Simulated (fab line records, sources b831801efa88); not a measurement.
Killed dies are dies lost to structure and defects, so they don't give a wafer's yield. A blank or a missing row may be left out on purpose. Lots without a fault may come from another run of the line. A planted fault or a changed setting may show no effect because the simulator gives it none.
Problem report in the 8D (eight disciplines) form, filled by code | flow sky130 | the parts of the form that need people (team, actions taken, sign-off) are left out

1. THE PROBLEM
spike_tc_upper_C at SKY_SONOS_ONO_OXIDATION_00 reads a mean of 819.7 C on 9 wafers of 3 lots; wafers without a fault read 799.4 C with a standard deviation of 1.1. That is +18 standard deviations from the usual mean.
The step: stabilise 600 s, purge 300 s, target thk 2.6 nm.
First seen on wafer L945.1, day 14 09:31, on furnace-01. The record holds 21 wafers of 7 lots with a number at this step. Rule for "out", or "out of limits": more than 4 standard deviations from the usual mean. The other wafers with a number count as sound.

2. WHAT IT IS AND WHAT IT IS NOT
question                    | is                                                                                | is not
which readings at this step | spike_tc_upper_C, zone_power_centre_pct, zone_power_top_pct, zone_power_upper_pct | -
which lots                  | L945, L946, L947                                                                  | L937, L940, L955, L958
which wafers of those lots  | all that have a number                                                            | -
read on which tools         | furnace-01                                                                        | furnace-02
when                        | from day 14 09:31                                                                 | up to then (6 sound wafers); but 6 sound wafers of L955, L958 came after

3. SUSPECTS, AND WHAT RULES EACH OUT
Counting: a tool at a process step up to the reading stays a suspect if it ran every lot that is out and no sound lot after the first of them.
- furnace-01 at SKY_SONOS_ONO_OXIDATION_00 (stabilise 600 s, purge 300 s, target thk 2.6 nm): kept. It ran every lot that is out, first L945 (day 14 09:31), and no sound lot after that; its last sound lot up to then is L940 (day 12 10:10). Its own readings are out on those wafers: spike_tc_upper_C, zone_power_centre_pct, zone_power_top_pct, zone_power_upper_pct.
Left after counting: furnace-01 at SKY_SONOS_ONO_OXIDATION_00.

4. THE CAUSE (what the simulator had put in)
Process parameter drift: furnace-01, from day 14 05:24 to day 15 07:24, at SKY_SONOS_ONO_OXIDATION_00. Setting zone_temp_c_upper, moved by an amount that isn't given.
Counting left only this tool.

5. THE CHAIN OF EFFECTS, in route order
Each row: a reading whose mean over the struck wafers that have a number lies more than 3 standard deviations from the usual. Only readings for which the record gives a usual standard deviation are gone through. hours: the time from each lot's start at the first step in this table that gives one to its start at this step, as a median over the lots. sigmas: the change in usual standard deviations.
hours | step                       | reading               | usual   | on struck wafers | change | sigmas
0     | SKY_SONOS_ONO_OXIDATION_00 | spike_tc_upper_C      | 799.4 C | 819.7            | +20.3  | +18
0     | SKY_SONOS_ONO_OXIDATION_00 | zone_power_centre_pct | 16.8 %  | 13.0             | -3.8   | -4.7
0     | SKY_SONOS_ONO_OXIDATION_00 | zone_power_top_pct    | 26.70 % | 23.07            | -3.63  | -14
0     | SKY_SONOS_ONO_OXIDATION_00 | zone_power_upper_pct  | 14.7 %  | 22.6             | +7.9   | +7.2
The process steps in it:
- SKY_SONOS_ONO_OXIDATION_00: stabilise 600 s, purge 300 s, target thk 2.6 nm.
Later measuring or inspecting steps at which every struck wafer that the step has a row for has a number for every such reading, and none has moved that far: SKY_SONOS_ONO_THK_MEAS_01.

6. WHAT WOULD HAVE CAUGHT IT SOONER
In this record the first reading out of limits was taken at day 14 09:31, 4 hours after the fault began at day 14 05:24.
